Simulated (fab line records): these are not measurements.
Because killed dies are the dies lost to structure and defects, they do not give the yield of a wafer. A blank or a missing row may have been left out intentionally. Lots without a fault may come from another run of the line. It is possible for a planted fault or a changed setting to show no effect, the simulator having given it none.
Which tool is to blame? / flow sky130 / Sampling: 14 lots, 42 wafers, 4 of 708 route steps

## WHAT THE GAUGES SHOWED, per wafer
SKY_CAP2M_OVL_MEAS_12. Usual: CAP2M_OVL gives 0.4 nm (standard deviation 1.4).
lot=L647; measured=day 41 00:46; on=overlay-01; CAP2M_OVL (nm)=-0.1 2.0 0.7; flag=
lot=L648; measured=day 41 08:08; on=overlay-02; CAP2M_OVL (nm)=1.8 0.8 1.8; flag=
lot=L649; measured=day 41 18:26; on=overlay-01; CAP2M_OVL (nm)=0.7 -0.7 0.1; flag=
lot=L650; measured=day 42 08:10; on=overlay-01; CAP2M_OVL (nm)=0.6 -0.2 0.5; flag=
lot=L652; measured=day 42 19:41; on=overlay-01; CAP2M_OVL (nm)=-1.2 0.0 -0.2; flag=
lot=L653; measured=day 43 09:25; on=overlay-01; CAP2M_OVL (nm)=1.2 2.5 1.1; flag=
lot=L654; measured=day 43 16:11; on=overlay-02; CAP2M_OVL (nm)=0.4 -0.9 -1.2; flag=
lot=L655; measured=day 43 22:16; on=overlay-02; CAP2M_OVL (nm)=-0.5 1.2 -0.1; flag=
lot=L657; measured=day 44 02:43; on=overlay-01; CAP2M_OVL (nm)=-0.4 0.7 1.7; flag=
lot=L660; measured=day 44 23:49; on=overlay-01; CAP2M_OVL (nm)=1.1 -1.1; flag=
lot=L661; measured=day 45 09:13; on=overlay-01; CAP2M_OVL (nm)=1.0 0.4 -0.2; flag=
lot=L664; measured=day 46 03:49; on=overlay-01; CAP2M_OVL (nm)=1.1 -0.3 0.7; flag=
lot=L666; measured=day 46 11:09; on=overlay-02; CAP2M_OVL (nm)=-1.1; flag=
lot=L668; measured=day 46 22:20; on=overlay-01; CAP2M_OVL (nm)=2.4 3.3 2.8; flag=

## TOOL THAT RAN EACH LOT (tool first, then ch and the chambers of the sampled wafers, then the start)
lot=L647; SKY_METAL3_DESCUM_15=rie-metal-04 ch 0,1, day 38 20:10; SKY_VIA3_CMP_24=cmp-02 ch 0,1,2, day 40 00:18; SKY_METAL4_SPUTTER_04=pvd-sputter-04, day 40 00:40
lot=L648; SKY_METAL3_DESCUM_15=rie-metal-02 ch 0,1, day 39 04:06; SKY_VIA3_CMP_24=cmp-02 ch 0,1, day 40 07:46; SKY_METAL4_SPUTTER_04=pvd-sputter-04, day 40 08:07
lot=L649; SKY_METAL3_DESCUM_15=rie-metal-02 ch 0,1, day 39 13:58; SKY_VIA3_CMP_24=cmp-01 ch 0,1,2, day 40 17:10; SKY_METAL4_SPUTTER_04=pvd-sputter-04, day 40 17:34
lot=L650; SKY_METAL3_DESCUM_15=rie-metal-01 ch 0,1, day 40 04:50; SKY_VIA3_CMP_24=cmp-01 ch 1,2,3, day 41 07:54; SKY_METAL4_SPUTTER_04=pvd-sputter-02, day 41 08:18
lot=L652; SKY_METAL3_DESCUM_15=rie-metal-02 ch 0,1, day 40 16:26; SKY_VIA3_CMP_24=cmp-02 ch 1,2,3, day 41 19:43; SKY_METAL4_SPUTTER_04=pvd-sputter-01, day 41 20:01
lot=L653; SKY_METAL3_DESCUM_15=rie-metal-01 ch 0,1, day 41 06:37; SKY_VIA3_CMP_24=cmp-02 ch 0,1,2, day 42 09:13; SKY_METAL4_SPUTTER_04=pvd-sputter-01, day 42 09:37
lot=L654; SKY_METAL3_DESCUM_15=rie-metal-04 ch 0,1, day 41 13:49; SKY_VIA3_CMP_24=cmp-01 ch 0,1,3, day 42 16:14; SKY_METAL4_SPUTTER_04=pvd-sputter-02, day 42 16:38
lot=L655; SKY_METAL3_DESCUM_15=rie-metal-04 ch 1, day 41 21:13; SKY_VIA3_CMP_24=cmp-02 ch 0,1,2, day 42 23:38; SKY_METAL4_SPUTTER_04=pvd-sputter-01, day 42 23:56
lot=L657; SKY_METAL3_DESCUM_15=rie-metal-04 ch 0,1, day 42 00:59; SKY_VIA3_CMP_24=cmp-02 ch 0,1,2, day 43 03:44; SKY_METAL4_SPUTTER_04=pvd-sputter-04, day 43 04:08
lot=L660; SKY_METAL3_DESCUM_15=rie-metal-01 ch 0,1, day 42 23:22; SKY_VIA3_CMP_24=cmp-02 ch 0,1, day 44 00:51; SKY_METAL4_SPUTTER_04=pvd-sputter-01, day 44 01:14
lot=L661; SKY_METAL3_DESCUM_15=rie-metal-02 ch 0,1, day 43 08:29; SKY_VIA3_CMP_24=cmp-01 ch 0,1,2, day 44 10:23; SKY_METAL4_SPUTTER_04=pvd-sputter-01, day 44 10:47
lot=L664; SKY_METAL3_DESCUM_15=rie-metal-04 ch 0,1, day 44 04:58; SKY_VIA3_CMP_24=cmp-01 ch 1,2,3, day 45 05:40; SKY_METAL4_SPUTTER_04=pvd-sputter-02, day 45 06:04
lot=L666; SKY_METAL3_DESCUM_15=rie-metal-04 ch 0,1, day 44 12:23; SKY_VIA3_CMP_24=cmp-02 ch 1,2,3, day 45 14:07; SKY_METAL4_SPUTTER_04=pvd-sputter-02, day 45 14:32
lot=L668; SKY_METAL3_DESCUM_15=rie-metal-04 ch 0,1, day 45 00:38; SKY_VIA3_CMP_24=cmp-01 ch 0,3, day 46 01:25; SKY_METAL4_SPUTTER_04=pvd-sputter-02, day 46 01:46
- SKY_METAL3_DESCUM_15: chemistry O2, time 8 s.
- SKY_VIA3_CMP_24: polishes, stops on SiO2, t overpolish 20 s, target thk 0 nm.
- SKY_METAL4_SPUTTER_04: material TiN, target thk 70 nm, time 58.3 s.

## WHAT THE TOOLS THEMSELVES READ (means of the sampled wafers that have a number; where no wafer has one, the mark that the record gives instead)
SKY_METAL3_DESCUM_15. Usual: drypump-motor-current-A 5.8 A, standard deviation 0.62; oes-product-au 1.000 a.u., standard deviation 0.0068.
lot=L647; tool=rie-metal-04; drypump-motor-current-A (A)=5.4; oes-product-au (a.u.)=1.002; flag=
lot=L648; tool=rie-metal-02; drypump-motor-current-A (A)=5.3; oes-product-au (a.u.)=1.002; flag=
lot=L649; tool=rie-metal-02; drypump-motor-current-A (A)=5.9; oes-product-au (a.u.)=1.005; flag=
lot=L650; tool=rie-metal-01; drypump-motor-current-A (A)=6.2; oes-product-au (a.u.)=0.999; flag=
lot=L652; tool=rie-metal-02; drypump-motor-current-A (A)=5.9; oes-product-au (a.u.)=1.002; flag=
lot=L653; tool=rie-metal-01; drypump-motor-current-A (A)=6.0; oes-product-au (a.u.)=1.000; flag=
lot=L654; tool=rie-metal-04; drypump-motor-current-A (A)=5.8; oes-product-au (a.u.)=0.998; flag=
lot=L655; tool=rie-metal-04; drypump-motor-current-A (A)=6.0; oes-product-au (a.u.)=1.004; flag=
lot=L657; tool=rie-metal-04; drypump-motor-current-A (A)=5.8; oes-product-au (a.u.)=1.003; flag=
lot=L660; tool=rie-metal-01; drypump-motor-current-A (A)=6.2; oes-product-au (a.u.)=1.001; flag=
lot=L661; tool=rie-metal-02; drypump-motor-current-A (A)=5.9; oes-product-au (a.u.)=1.001; flag=
lot=L664; tool=rie-metal-04; drypump-motor-current-A (A)=5.7; oes-product-au (a.u.)=1.004; flag=
lot=L666; tool=rie-metal-04; drypump-motor-current-A (A)=5.7; oes-product-au (a.u.)=1.001; flag=
lot=L668; tool=rie-metal-04; drypump-motor-current-A (A)=5.4; oes-product-au (a.u.)=1.002; flag=

SKY_VIA3_CMP_24. Usual: motor-current-A 10.6 A, standard deviation 1.3; overpolish-run-s 20.001 s, standard deviation 0.0093; slurry-flow-ml-min 150.0, standard deviation 0.49; time-to-endpoint-s 95 s, standard deviation 3.5.
lot=L647; tool=cmp-02; motor-current-A (A)=10.4; overpolish-run-s (s)=20.011; slurry-flow-ml-min=149.8; time-to-endpoint-s (s)=97; flag=
lot=L648; tool=cmp-02; motor-current-A (A)=10.5; overpolish-run-s (s)=19.987; slurry-flow-ml-min=150.0; time-to-endpoint-s (s)=99; flag=
lot=L649; tool=cmp-01; motor-current-A (A)=11.2; overpolish-run-s (s)=20.004; slurry-flow-ml-min=150.5; time-to-endpoint-s (s)=94; flag=
lot=L650; tool=cmp-01; motor-current-A (A)=10.3; overpolish-run-s (s)=20.002; slurry-flow-ml-min=149.7; time-to-endpoint-s (s)=95; flag=
lot=L652; tool=cmp-02; motor-current-A (A)=10.3; overpolish-run-s (s)=19.998; slurry-flow-ml-min=149.9; time-to-endpoint-s (s)=95; flag=
lot=L653; tool=cmp-02; motor-current-A (A)=9.9; overpolish-run-s (s)=20.001; slurry-flow-ml-min=149.7; time-to-endpoint-s (s)=88; flag=
lot=L654; tool=cmp-01; motor-current-A (A)=9.5; overpolish-run-s (s)=20.006; slurry-flow-ml-min=149.8; time-to-endpoint-s (s)=98; flag=
lot=L655; tool=cmp-02; motor-current-A (A)=10.3; overpolish-run-s (s)=19.995; slurry-flow-ml-min=150.0; time-to-endpoint-s (s)=90; flag=
lot=L657; tool=cmp-02; motor-current-A (A)=10.3; overpolish-run-s (s)=20.004; slurry-flow-ml-min=150.2; time-to-endpoint-s (s)=91; flag=
lot=L660; tool=cmp-02; motor-current-A (A)=10.3; overpolish-run-s (s)=13.347; slurry-flow-ml-min=149.8; time-to-endpoint-s (s)=110; flag=OFF
lot=L661; tool=cmp-01; motor-current-A (A)=11.1; overpolish-run-s (s)=19.999; slurry-flow-ml-min=149.9; time-to-endpoint-s (s)=100; flag=
lot=L664; tool=cmp-01; motor-current-A (A)=10.5; overpolish-run-s (s)=19.997; slurry-flow-ml-min=149.9; time-to-endpoint-s (s)=97; flag=
lot=L666; tool=cmp-02; motor-current-A (A)=10.4; overpolish-run-s (s)=6.688; slurry-flow-ml-min=149.6; time-to-endpoint-s (s)=132; flag=OFF
lot=L668; tool=cmp-01; motor-current-A (A)=10.8; overpolish-run-s (s)=20.002; slurry-flow-ml-min=149.9; time-to-endpoint-s (s)=93; flag=

SKY_METAL4_SPUTTER_04. Usual: throttle-valve-pct reads 30.6 % (standard deviation 1.2).
lot=L647; tool=pvd-sputter-04; throttle-valve-pct (%)=30.3; flag=
lot=L648; tool=pvd-sputter-04; throttle-valve-pct (%)=29.7; flag=
lot=L649; tool=pvd-sputter-04; throttle-valve-pct (%)=30.1; flag=
lot=L650; tool=pvd-sputter-02; throttle-valve-pct (%)=32.4; flag=
lot=L652; tool=pvd-sputter-01; throttle-valve-pct (%)=30.6; flag=
lot=L653; tool=pvd-sputter-01; throttle-valve-pct (%)=30.6; flag=
lot=L654; tool=pvd-sputter-02; throttle-valve-pct (%)=30.3; flag=
lot=L655; tool=pvd-sputter-01; throttle-valve-pct (%)=30.6; flag=
lot=L657; tool=pvd-sputter-04; throttle-valve-pct (%)=29.4; flag=
lot=L660; tool=pvd-sputter-01; throttle-valve-pct (%)=30.8; flag=
lot=L661; tool=pvd-sputter-01; throttle-valve-pct (%)=30.4; flag=
lot=L664; tool=pvd-sputter-02; throttle-valve-pct (%)=30.2; flag=
lot=L666; tool=pvd-sputter-02; throttle-valve-pct (%)=31.7; flag=
lot=L668; tool=pvd-sputter-02; throttle-valve-pct (%)=30.9; flag=

## THE ANSWER, worked out from the rows above alone
Rule: a lot is off if the mean of its wafers that have a number lies more than 3 standard deviations from the usual mean. Also off: a lot with no number at a reading for which 4 or more lots have one. Where the step has rows for the other lots, those lots are counted as sound. First the gauges in route order, then the tools' own readings, where a lot's mean is used as printed above. The first step at which some lot is off is used, and at that step the reading that is off furthest; a lot without a number counts as furthest.
Off: L660, L666 (SKY_VIA3_CMP_24, overpolish-run-s).
A tool fits if, at that step or a process step before it, it ran every lot that is off, and no sound lot after the first of them. One fits: cmp-02 at SKY_VIA3_CMP_24. Its last sound lot is L657 (day 43 03:44), its first lot that is off L660 (day 44 00:51): a fault that began between those two fits.
The tool's own readings at SKY_VIA3_CMP_24 bear it out: on the lots that are off they differ by more than 5 times the standard deviation of the sound lots' means. overpolish-run-s reads 10.018 s there against 20.000 s on the sound lots; time-to-endpoint-s reads 121 s there against 95 s on the sound lots.

## WHAT HAD BEEN PUT IN BY THE SIMULATOR
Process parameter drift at SKY_VIA3_CMP_24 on cmp-02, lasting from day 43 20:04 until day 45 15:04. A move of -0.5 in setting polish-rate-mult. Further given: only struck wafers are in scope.
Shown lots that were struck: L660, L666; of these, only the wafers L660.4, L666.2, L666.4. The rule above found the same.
